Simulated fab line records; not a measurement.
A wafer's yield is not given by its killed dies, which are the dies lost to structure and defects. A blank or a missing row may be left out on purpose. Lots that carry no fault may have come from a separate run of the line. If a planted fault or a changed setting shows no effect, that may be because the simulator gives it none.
Which tool was responsible? :: flow gf180mcu :: at 1 step of a route of 602, 12 lots with 36 wafers sampled

== WHAT THE GAUGES READ, wafer by wafer ==
GF_CONTACT_CD_MEAS_14: target cd 220 nm.
lot: L075
measured: day 16 13:28
on: cd sem-02
cd nm (nm): 221.6 221.2 221.3

lot: L077
measured: day 17 02:45
on: cd sem-02
cd nm (nm): 221.9 223.6 222.4

lot: L079
measured: day 18 06:25
on: cd sem-01
cd nm (nm): 218.3 219.3 220.1

lot: L081
measured: day 18 21:04
on: cd sem-01
cd nm (nm): 219.7 218.8 218.4

lot: L083
measured: day 19 14:14
on: cd sem-02
cd nm (nm): 221.8 221.7 221.7

lot: L085
measured: day 20 01:50
on: cd sem-01
cd nm (nm): 219.9 219.0 219.0

lot: L087
measured: day 21 00:36
on: cd sem-02
cd nm (nm): 221.3 221.7 222.4

lot: L089
measured: day 21 14:47
on: cd sem-01
cd nm (nm): 220.9 219.8 220.0

lot: L091
measured: day 22 06:07
on: cd sem-01
cd nm (nm): 221.9 223.7 223.2

lot: L093
measured: day 22 23:09
on: cd sem-02
cd nm (nm): 218.2 218.5 219.0

lot: L095
measured: day 23 13:20
on: cd sem-01
cd nm (nm): 217.1 217.4 218.3

lot: L097
measured: day 24 06:56
on: cd sem-02
cd nm (nm): 222.5 221.8 222.2

== EACH LOT AND THE TOOL THAT RAN IT (in order: tool; ch and the chambers of the sampled wafers; start) ==
There is no process step in the record ahead of these readings.

== THE ANSWER, worked out from the rows above alone ==
Rule: the lots themselves supply what counts as usual. The widest of any qualifying gaps counts: lots, ordered by their means at a reading, are off when they make up no more than a third of the lots, leave a main group of 4 or more, and stand apart from it by 3 or more times the standard deviation of that group's means. The tables above print the reading to a certain number of digits; a main group whose means all agree to those digits is not used. Also off: a lot with no number at a reading for which 4 or more lots have one. Where the step has rows for the other lots, those lots are counted as sound.
No lot is off on any of the readings shown, so nothing can be concluded from this.

== WHAT THE SIMULATOR HAD PUT IN ==
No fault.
